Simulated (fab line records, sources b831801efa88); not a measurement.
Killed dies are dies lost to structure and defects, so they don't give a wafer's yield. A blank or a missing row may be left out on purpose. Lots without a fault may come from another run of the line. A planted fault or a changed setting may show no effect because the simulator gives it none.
fab line records | flow gf180mcu
record lots=15 wafers=44 last_day=34
route steps=602 shown NWELL@46 POLY_GATE@168 HV_LDD@184
lots that met no fault: from a run of the same line without faults
start_h: hours from the record's first day to the start of the lot's first wafer shown | wait_h: hours since the lot's step before | " the same as in the row above | L1.1+2: a row that stands for several wafers | - no value, or no start given | * or withheld: withheld | < > ~ a bound
route shown NAME@n: a module of which the file shows steps, and the number in the route of the first | usual: mean/standard deviation of fault-free wafers | same: alike in all rows | chamber/n: place in a boat | sites: the reading at each site | _std_site: their standard deviation | _edge_site: outer sites' mean less inner sites' | radius_mm: how far each site lies from the wafer's centre | mask NAME#n: copy n | behind: the tool/chamber that last shaped the wafer | hold: why the lot was held/for how many hours/how that ended | device: the transistor (n, p or np) that didn't switch | end of line: the same wafers' tests at the end of the route | a step without rows: its recipe alone | killed: dies lost to structure and defects at the first sort, not the wafer's yield | map: a wafer's dies, x killed, . not, _ none there
set.NAME: the setting as run; set.NAME@STEP: as run at that earlier step | model.NAME: the simulator's own value behind a step, which no gauge read
steps of the route over a sample of lots; a table a step, a row a wafer
services: from which hour (start_h, from the record's first day; less than 0 if before it) a tool's chamber was out of use, for how many hours, and why
## steps
# step GF_NWELL_EXPOSE_04
# recipe mask_id=Nwell target_cd_nm=860 na=0.6 source_shape=conventional sigma_outer=0.6 dose_mj=260
# usual exposure_dose_mJ_cm2=260.00/0.26
# columns lot.wafer tool chamber start_h wait_h mask exposure_dose_mJ_cm2
L883.2 iline_stepper-02 0 49.74 - Nwell#0 259.92
L883.5 " 0 " " Nwell#0 259.88
L886.1 iline_stepper-01 0 64.90 - Nwell#0 259.39
L886.5 " 0 " " Nwell#0 260.00
L886.6 " 0 " " Nwell#0 259.40
L887.2 iline_stepper-01 0 71.85 - Nwell#0 259.80
L887.3 " 0 " " Nwell#0 259.64
L887.5 " 0 " " Nwell#0 259.81
L888.2 iline_stepper-02 0 76.24 - Nwell#0 260.10
L888.3 " 0 " " Nwell#0 259.76
L888.4 " 0 " " Nwell#0 260.01
L889.2 iline_stepper-01 0 81.34 - Nwell#0 260.17
L889.3 " 0 " " Nwell#0 259.75
L889.5 " 0 " " Nwell#0 259.53
L890.4 iline_stepper-02 0 91.67 - Nwell#0 260.45
L890.5 " 0 " " Nwell#0 260.26
L890.6 " 0 " " Nwell#0 260.39
L892.2 iline_stepper-02 0 100.84 - Nwell#0 260.08
L892.4 " 0 " " Nwell#0 260.11
L892.6 " 0 " " Nwell#0 260.14
L893.2 iline_stepper-01 0 107.37 - Nwell#0 259.90
L893.4 " 0 " " Nwell#0 260.09
L893.6 " 0 " " Nwell#0 260.16
L895.3 iline_stepper-02 0 117.79 - Nwell#0 259.63
L895.4 " 0 " " Nwell#0 259.70
L895.5 " 0 " " Nwell#0 259.59
L896.2 iline_stepper-02 0 123.26 - Nwell#0 259.84
L896.3 " 0 " " Nwell#0 260.03
L896.4 " 0 " " Nwell#0 259.78
L898.2 iline_stepper-02 0 132.24 - Nwell#0 259.77
L898.3 " 0 " " Nwell#0 259.91
L898.6 " 0 " " Nwell#0 260.02
L900.4 iline_stepper-02 0 141.12 - Nwell#0 260.55
L900.5 " 0 " " Nwell#0 260.33
L900.6 " 0 " " Nwell#0 260.04
L902.3 iline_stepper-02 0 151.64 - Nwell#0 259.77
L902.4 " 0 " " Nwell#0 259.50
L902.5 " 0 " " Nwell#0 260.01
L904.2 iline_stepper-02 0 165.37 - Nwell#0 260.26
L904.5 " 0 " " Nwell#0 259.84
L904.6 " 0 " " Nwell#0 260.07
L905.2 iline_stepper-02 0 170.06 - Nwell#0 260.28
L905.3 " 0 " " Nwell#0 260.13
L905.5 " 0 " " Nwell#0 260.36
# step GF_NWELL_OVL_MEAS_07
# usual NWELL_OVL=-0.6/1.4
# columns lot.wafer tool chamber start_h wait_h NWELL_OVL[nm]
L883.2 overlay-01 - 55.90 - -1.1
L883.5 " - " " -1.3
L886.1 overlay-01 - 70.52 - 1.9
L886.5 " - " " -0.8
L886.6 " - " " 1.2
L887.2 overlay-01 - 78.08 - -0.4
L887.3 " - " " 0.0
L887.5 " - " " -0.7
L888.2 overlay-02 - 82.55 - -0.5
L888.3 " - " " -2.4
L888.4 " - " " -1.1
L889.2 overlay-02 - 87.58 - 0.4
L889.3 " - " " -0.7
L889.5 " - " " -0.4
L890.4 overlay-01 - 98.16 - 0.6
L890.5 " - " " 0.3
L890.6 " - " " 1.5
L892.2 overlay-01 - 107.85 - -2.3
L892.4 " - " " -2.5
L892.6 " - " " -1.3
L893.2 overlay-02 - 114.06 - 0.0
L893.4 " - " " 0.6
L893.6 " - " " -1.7
L895.3 overlay-01 - 125.16 - 1.4
L895.4 " - " " 1.3
L895.5 " - " " 1.4
L896.2 overlay-01 - 130.35 - -3.3
L896.3 " - " " -6.8
L896.4 " - " " -2.4
L898.2 overlay-01 - 139.43 - -0.5
L898.3 " - " " 0.0
L898.6 " - " " -0.9
L900.4 overlay-02 - 148.67 - -1.2
L900.5 " - " " -0.6
L900.6 " - " " -1.0
L902.3 overlay-02 - 159.15 - -97.6
L902.4 " - " " -97.0
L902.5 " - " " -99.2
L904.2 overlay-01 - 172.73 - -98.0
L904.5 " - " " -96.9
L904.6 " - " " -97.5
L905.2 overlay-01 - 178.05 - -98.7
L905.3 " - " " -97.5
L905.5 " - " " -97.3
# step GF_POLY_GATE_OVL_MEAS_11
# usual POLY_GATE_OVL=-2/6
# columns lot.wafer tool chamber start_h wait_h POLY_GATE_OVL[nm]
L883.2 overlay-01 - 194.35 0.1 3
L883.5 " - " " -1
L886.1 overlay-01 - 212.29 0.1 -5
L886.5 " - " " -6
L886.6 " - " " 3
L887.2 overlay-02 - 223.12 0.1 -12
L887.3 " - " " -6
L887.5 " - " " -8
L888.2 overlay-01 - 229.30 0.1 0
L888.3 " - " " -5
L888.4 " - " " -2
L889.2 overlay-02 - 238.10 0.1 3
L889.3 " - " " 5
L889.5 " - " " -2
L890.4 overlay-01 - 251.61 0.1 -2
L890.5 " - " " 3
L890.6 " - " " 7
L892.2 overlay-02 - 263.91 0.1 2
L892.4 " - " " 4
L892.6 " - " " -4
L893.2 overlay-02 - 271.00 0.1 -4
L893.4 " - " " -1
L893.6 " - " " -2
L895.3 overlay-01 - 286.43 0.1 -5
L895.4 " - " " -1
L895.5 " - " " -1
L896.2 overlay-02 - 289.81 0.1 -10
L896.3 " - " " -5
L896.4 " - " " -10
L898.2 overlay-02 - 305.45 0.1 -10
L898.3 " - " " -7
L898.6 " - " " -16
L900.4 overlay-02 - 317.75 0.1 -9
L900.5 " - " " -4
L900.6 " - " " -6
L902.3 overlay-01 - 333.45 0.1 5
L902.4 " - " " -3
L902.5 " - " " 1
L904.2 overlay-02 - 350.66 0.1 1
L904.5 " - " " 1
L904.6 " - " " -2
L905.2 overlay-02 - 363.15 0.1 -4
L905.3 " - " " -10
L905.5 " - " " -17
# step GF_HV_LDD_OVL_MEAS_08
# usual HV_LDD_OVL=0.1/1.5
# columns lot.wafer tool chamber start_h wait_h HV_LDD_OVL[nm]
L883.2 overlay-01 - 215.17 0.1 0.6
L883.5 " - " " 2.3
L886.1 overlay-02 - 232.60 0.1 1.0
L886.5 " - " " 0.1
L886.6 " - " " 0.0
L887.2 overlay-01 - 243.66 0.1 -1.8
L887.3 " - " " -0.2
L887.5 " - " " 0.0
L888.2 overlay-02 - 250.11 0.1 -1.1
L888.3 " - " " -1.1
L888.4 " - " " -0.6
L889.2 overlay-02 - 258.56 0.1 1.1
L889.3 " - " " -0.1
L889.5 " - " " -1.3
L890.4 overlay-01 - 272.53 0.1 0.2
L890.5 " - " " 0.5
L890.6 " - " " -0.1
L892.2 overlay-02 - 284.96 0.1 -2.0
L892.4 " - " " -1.2
L892.6 " - " " -1.7
L893.2 overlay-02 - 292.56 0.1 1.3
L893.4 " - " " -0.6
L893.6 " - " " 1.4
L895.3 overlay-02 - 309.92 0.1 1.3
L895.4 " - " " -2.0
L895.5 " - " " -0.8
L896.2 overlay-02 - 312.31 0.1 -1.0
L896.3 " - " " -0.5
L896.4 " - " " 0.5
L898.2 overlay-01 - 327.71 0.1 2.2
L898.3 " - " " 2.3
L898.6 " - " " 2.7
L900.4 overlay-02 - 340.73 0.1 0.8
L900.5 " - " " -1.7
L900.6 " - " " -0.9
L902.3 overlay-02 - 358.77 0.1 1.0
L902.4 " - " " 1.7
L902.5 " - " " 0.3
L904.2 overlay-02 - 379.56 0.1 -1.8
L904.5 " - " " -1.9
L904.6 " - " " 0.0
L905.2 overlay-01 - 389.91 0.1 1.6
L905.3 " - " " 2.4
L905.5 " - " " 1.4
# step GF_HV_LDD_TW_MEAS_23
# usual HV_LDD_2_TW=1052/11
# columns lot.wafer tool chamber start_h wait_h HV_LDD_2_TW
L883.2 film_metro-04 - 233.85 0.1 1049
L883.5 " - " " 1043
L886.1 film_metro-03 - 252.00 0.1 1044
L886.5 " - " " 1037
L886.6 " - " " 1041
L887.2 film_metro-04 - 262.90 0.1 1053
L887.3 " - " " 1054
L887.5 " - " " 1053
L888.2 film_metro-04 - 269.65 0.1 1049
L888.3 " - " " 1050
L888.4 " - " " 1056
L889.2 film_metro-01 - 278.25 0.1 1064
L889.3 " - " " 1063
L889.5 " - " " 1062
L890.4 film_metro-01 - 292.57 0.1 1056
L890.5 " - " " 1055
L890.6 " - " " 1062
L892.2 film_metro-01 - 305.60 0.1 1060
L892.4 " - " " 1061
L892.6 " - " " 1060
L893.2 film_metro-01 - 313.80 0.1 1065
L893.4 " - " " 1065
L893.6 " - " " 1059
L895.3 film_metro-03 - 331.66 0.1 1036
L895.4 " - " " 1035
L895.5 " - " " 1036
L896.2 film_metro-04 - 333.25 0.1 1054
L896.3 " - " " 1045
L896.4 " - " " 1052
L898.2 film_metro-01 - 348.90 0.1 1057
L898.3 " - " " 1063
L898.6 " - " " 1058
L900.4 film_metro-01 - 362.53 0.1 1062
L900.5 " - " " 1062
L900.6 " - " " 1065
L902.3 film_metro-04 - 380.81 0.1 1053
L902.4 " - " " 1056
L902.5 " - " " 1055
L904.2 film_metro-01 - 401.85 0.1 1066
L904.5 " - " " 1057
L904.6 " - " " 1059
L905.2 film_metro-03 - 412.51 0.1 1026
L905.3 " - " " 1029
L905.5 " - " " 1027
## services
# columns tool chamber start_h hours kind
iline_stepper-01 - 89.98 4.4 pm
iline_stepper-01 - 103.20 3.1 repair
iline_stepper-02 - 112.72 2.3 repair
iline_stepper-01 - 123.79 1.7 pm
iline_stepper-02 - 128.76 1.1 repair
iline_stepper-02 - 153.17 10.3 repair
iline_stepper-02 - 163.49 1.7 pm
## key
first_sign step=GF_NWELL_OVL_MEAS_07 reading=NWELL_OVL direction=down sigmas=70 usual=-0.6 struck=-97.8
effect none on later readings
met_at GF_NWELL_EXPOSE_04
struck_lots L902,L904,L905
tester_left_out L902,L904,L905
not_acting_at GF_POLY_GATE_OVL_MEAS_11,GF_HV_LDD_OVL_MEAS_08,GF_HV_LDD_TW_MEAS_23
onset_between 141.12 151.64
also_fits time
fault kind=scanner_matching_overlay tool=iline_stepper-02 chamber=- onset_h=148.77 steps=GF_NWELL_EXPOSE_04 offset=-96.4
# tester_left_out: of these lots the tester's yield and bins aren't shown, on N5 and GAA mostly nor the transistor test; their killed dies are dies lost to structure and defects alone, not to doping, threshold or leakage, so they don't give the yield
